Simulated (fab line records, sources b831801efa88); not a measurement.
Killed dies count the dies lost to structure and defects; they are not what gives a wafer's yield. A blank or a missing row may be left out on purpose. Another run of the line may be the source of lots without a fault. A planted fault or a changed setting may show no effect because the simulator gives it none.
A lot that was struck, set against a sound lot ; flow gf180mcu ; 19 out of 602 route steps
Sound: the wafers L206.1, L206.2, L206.5. Wafers struck: L195.2, L195.3, L195.4. Last of all comes the cause.
Per side, at each step with rows, come the tool, then ch with its chambers, and then its first start. Under that, the readings that differ: sound wafers ; struck wafers ; difference of the means ; sigmas: that difference in standard deviations of wafers without a fault.
alike: same words and numbers on both sides, and readings whose means sit less than 2 such deviations apart. not compared: any withheld reading, any reading some wafer has no value for, any bound like >300 that may hide the same value, and any number with overlapping values for which the record gives no deviation.
A row with sigmas, a row that says differs or no value, or rows on one side alone: a step with any of these is where the two part. Non-overlapping numbers with no deviation appear without sigmas and do not part them. Lack of a reading on every wafer of one side parts them only where that side has two or more wafers.

first, 1 step without rows for these wafers: GF_STI_CVD_23 (deposits SiO2, target thk 650 nm, time 108.3 s).
GF_STI_THK_MEAS_24:
  sound on filmMetro-04 at day 6 06:11; struck on filmMetro-03 at day 3 21:41
  alike: STI_CVD_23_THK
GF_STI_CMP_25: polishes, stops on Si3N4, t overpolish 33 s, target thk 524.6 nm.
  sound on cmp-02 ch 1,2,3, day 6 06:17; struck on cmp-02 ch 0,2,3, day 3 21:44
  alike: motorCurrentA, overpolishRunS, timeToEndpointS
then, 4 steps without rows for these wafers: GF_STI_WET_ETCH_26 (etches SiO2 in dHF, target depth 94 nm, time 188 s); GF_STI_WET_ETCH_27 (etches Si3N4 in H3PO4, target depth 160 nm, time 1825 s); GF_STI_WET_ETCH_28 (etches SiO2 in dHF, target depth 20 nm, time 40 s); GF_STI_OXIDATION_29 (stabilise 600 s, purge 300 s, target thk 10 nm).
GF_STI_THK_MEAS_30:
  sound on filmMetro-04 at day 6 08:32; struck on filmMetro-04 at day 4 00:03
  alike: STI_OXIDATION_02_THK
then, 4 steps without rows for these wafers: GF_DNWELL_DEHYDRATE_00 (time 60 s); GF_DNWELL_HMDS_01 (prime time 60 s); GF_DNWELL_COAT_02 (resist thk 3000 nm); GF_DNWELL_SOFTBAKE_03.
GF_DNWELL_EXPOSE_04: exposes mask DNWELL, target cd 1700 nm.
  struck on ilineStepper-01, day 4 06:56; sound on ilineStepper-02 ch 0, day 6 16:04
  no value came back on the struck wafers for exposureDoseMJCm2, focusOffsetNm (nm); on the sound wafers exposureDoseMJCm2 reads 259.89 260.03 260.19
  alike: mask
then, 3 steps without rows for these wafers: GF_DNWELL_PEB_05; GF_DNWELL_DEVELOP_06 (develop time 60 s); GF_DNWELL_IMPLANT_07.
GF_DNWELL_STRIP_08: strips in O2/N2.
  sound on plasmaAsher-01 ch 0,1, day 6 23:48; struck on plasmaAsher-03 ch 0,1, day 4 13:42
  alike: drypumpMotorCurrentA, heaterPowerW, oesProductAu, stripTimeToEndpointS
  not compared: rfHoursCounterH
GF_DNWELL_TW_MEAS_09:
  sound on filmMetro-04 at day 6 23:54; struck on filmMetro-02 at day 4 13:49
reading;sound;struck;difference;sigmas
DNWELL_TW;1318 1318 1320;31 31 31;-1288;-99 or more
then, 1 step without rows for these wafers: GF_NWELL_DEHYDRATE_00 (time 60 s).

WHERE THEY PART
Last at GF_DNWELL_TW_MEAS_09 as far as this record goes, first at GF_DNWELL_EXPOSE_04.

WHY: what had been put in by the simulator
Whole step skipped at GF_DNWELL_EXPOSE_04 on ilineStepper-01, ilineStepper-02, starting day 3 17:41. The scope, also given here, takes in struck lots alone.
